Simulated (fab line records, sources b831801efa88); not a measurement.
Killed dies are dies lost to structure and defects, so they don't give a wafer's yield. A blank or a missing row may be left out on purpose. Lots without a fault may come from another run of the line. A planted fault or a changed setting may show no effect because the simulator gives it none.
Which tool did it? | flow gf180mcu | 14 lots, 42 wafers sampled, at 4 steps of a route of 602

WHAT THE GAUGES READ, wafer by wafer
The record holds no reading of a measuring or inspecting step that can be judged against a usual standard deviation.

WHICH TOOL RAN EACH LOT (tool, then ch and the chambers of the sampled wafers, then the start)
lot  | GF_M4_SPUTTER_04             | GF_V4_CMP_04                  | GF_V4_PEB_12                      | GF_V4_CVD_23
L492 | pvd_sputter-04, day 22 10:11 | cmp-01 ch 1,2, day 23 09:19   | litho_track-01 ch 0, day 24 07:40 | cvd_w-02 ch 0,1, day 24 08:57
L495 | pvd_sputter-04, day 23 14:01 | cmp-01 ch 2,3, day 24 13:25   | litho_track-03 ch 0, day 25 11:16 | cvd_w-02 ch 0,1, day 25 12:32
L496 | pvd_sputter-04, day 24 09:58 | cmp-02 ch 1,2, day 25 08:30   | litho_track-01 ch 0, day 26 05:50 | cvd_w-01 ch 0,1, day 26 07:07
L497 | pvd_sputter-04, day 24 21:23 | cmp-01 ch 1,2, day 25 20:06   | litho_track-01 ch 0, day 26 17:05 | cvd_w-01 ch 0,1, day 26 18:22
L499 | pvd_sputter-02, day 25 03:35 | cmp-02 ch 0,1,2, day 26 01:33 | litho_track-01 ch 0, day 26 22:04 | cvd_w-02 ch 0, day 26 23:20
L502 | pvd_sputter-02, day 26 05:05 | cmp-01 ch 0,3, day 27 02:47   | litho_track-04 ch 0, day 27 23:00 | cvd_w-02 ch 0,1, day 28 00:14
L504 | pvd_sputter-04, day 26 17:15 | cmp-01 ch 1,3, day 27 14:38   | litho_track-03, day 28 09:34      | cvd_w-02 ch 0,1, day 28 10:50
L505 | pvd_sputter-01, day 27 05:04 | cmp-02 ch 0,1,2, day 28 02:03 | litho_track-01, day 28 21:30      | cvd_w-01 ch 0,1, day 28 22:44
L509 | pvd_sputter-02, day 28 05:16 | cmp-01 ch 0,2,3, day 29 02:21 | litho_track-03 ch 0, day 29 21:10 | cvd_w-02 ch 1, day 29 22:28
L510 | pvd_sputter-02, day 28 10:14 | cmp-02 ch 0,1, day 29 06:52   | litho_track-04 ch 0, day 30 01:29 | cvd_w-02 ch 1, day 30 02:46
L511 | pvd_sputter-04, day 28 18:44 | cmp-01 ch 0,1,2, day 29 15:05 | litho_track-01 ch 0, day 30 09:35 | cvd_w-02 ch 1, day 30 10:53
L512 | pvd_sputter-01, day 29 01:56 | cmp-02 ch 0,2,3, day 29 21:15 | litho_track-04 ch 0, day 30 15:10 | cvd_w-02 ch 1, day 30 16:26
L513 | pvd_sputter-02, day 29 06:28 | cmp-01 ch 0,2,3, day 30 02:19 | litho_track-04 ch 0, day 30 20:28 | cvd_w-01 ch 0,1, day 30 21:44
L514 | pvd_sputter-04, day 29 12:13 | cmp-02 ch 1,2,3, day 30 07:57 | litho_track-01 ch 0, day 31 02:37 | cvd_w-02 ch 1, day 31 03:58
- GF_M4_SPUTTER_04: material TiN, target thk 50 nm, time 41.7 s.
- GF_V4_CMP_04: polishes SiO2.
- GF_V4_PEB_12: peb time 87.29 s.
- GF_V4_CVD_23: deposits W, target thk 350 nm, time 104.9 s.

WHAT THE TOOLS THEMSELVES READ (means of the sampled wafers that have a number; where no wafer has one, the mark that the record gives instead)
GF_M4_SPUTTER_04.
lot  | tool           | throttle_valve_pct (%)
L492 | pvd_sputter-04 | 29.6
L495 | pvd_sputter-04 | 30.1
L496 | pvd_sputter-04 | 29.5
L497 | pvd_sputter-04 | 30.8
L499 | pvd_sputter-02 | 28.2
L502 | pvd_sputter-02 | 29.1
L504 | pvd_sputter-04 | 31.0
L505 | pvd_sputter-01 | 29.3
L509 | pvd_sputter-02 | 28.2
L510 | pvd_sputter-02 | 28.8
L511 | pvd_sputter-04 | 30.3
L512 | pvd_sputter-01 | 28.8
L513 | pvd_sputter-02 | 29.7
L514 | pvd_sputter-04 | 30.7

GF_V4_CMP_04.
lot  | tool   | motor_current_A (A) | time_to_endpoint_s (s)
L492 | cmp-01 | 12.8                | 81
L495 | cmp-01 | 13.6                | 80
L496 | cmp-02 | 12.4                | 87
L497 | cmp-01 | 12.1                | 83
L499 | cmp-02 | 12.7                | 90
L502 | cmp-01 | 12.4                | 81
L504 | cmp-01 | 13.3                | 81
L505 | cmp-02 | 12.6                | 85
L509 | cmp-01 | 12.1                | 82
L510 | cmp-02 | 11.8                | 84
L511 | cmp-01 | 12.0                | 78
L512 | cmp-02 | 12.1                | 76
L513 | cmp-01 | 12.4                | 79
L514 | cmp-02 | 12.1                | 87

GF_V4_PEB_12.
lot  | tool           | chill_plate_temp_C (C) | exhaust_pa (Pa) | plate_temp_C (C)
L492 | litho_track-01 | 23.07                  | 45.0            | 134.84
L495 | litho_track-03 | 23.06                  | 44.9            | 135.06
L496 | litho_track-01 | 23.06                  | 44.8            | 135.03
L497 | litho_track-01 | 23.01                  | 46.4            | 135.09
L499 | litho_track-01 | 23.10                  | 45.3            | 134.83
L502 | litho_track-04 | 22.99                  | 45.2            | 134.88
L504 | litho_track-03 | -                      | -               | -
L505 | litho_track-01 | -                      | -               | -
L509 | litho_track-03 | 22.96                  | 45.1            | 134.88
L510 | litho_track-04 | 23.07                  | 44.6            | 135.23
L511 | litho_track-01 | 23.07                  | 45.2            | 134.84
L512 | litho_track-04 | 22.91                  | 44.2            | 135.09
L513 | litho_track-04 | 23.10                  | 45.4            | 134.92
L514 | litho_track-01 | 23.02                  | 45.9            | 134.78

GF_V4_CVD_23.
lot  | tool     | heater_power_w (W)
L492 | cvd_w-02 | 821
L495 | cvd_w-02 | 826
L496 | cvd_w-01 | 853
L497 | cvd_w-01 | 835
L499 | cvd_w-02 | 844
L502 | cvd_w-02 | 842
L504 | cvd_w-02 | 832
L505 | cvd_w-01 | 839
L509 | cvd_w-02 | 827
L510 | cvd_w-02 | 839
L511 | cvd_w-02 | 822
L512 | cvd_w-02 | 813
L513 | cvd_w-01 | 838
L514 | cvd_w-02 | 841

THE ANSWER, worked out from the rows above alone
Rule: what is usual is taken from the lots themselves. Put in order of their means at a reading, lots are off if they are a third of the lots or fewer, leave a main group of 4 or more, and stand apart from it by a gap of 3 or more times the standard deviation of the main group's means; of several such gaps the widest counts. A main group whose means are all the same, to the digits that the tables above print for the reading, isn't used. A lot without any number at a reading at which 4 lots or more have one is off too. The other lots that the step has rows for count as sound. The gauges are gone through in route order, then the tools' own readings, and for those a lot's mean is taken as printed above. The first step at which some lot is off is used, and at that step the reading that is off furthest; a lot without a number counts as furthest.
Off: L504, L505, at GF_V4_PEB_12 (chill_plate_temp_C). Without a number there: L504, L505. The main group: mean 23.04 C, standard deviation 0.056.
A tool fits if, at that step or a process step before it, it ran every lot that is off, and no sound lot after the first of them. None of those tried fits.

WHAT THE SIMULATOR HAD PUT IN
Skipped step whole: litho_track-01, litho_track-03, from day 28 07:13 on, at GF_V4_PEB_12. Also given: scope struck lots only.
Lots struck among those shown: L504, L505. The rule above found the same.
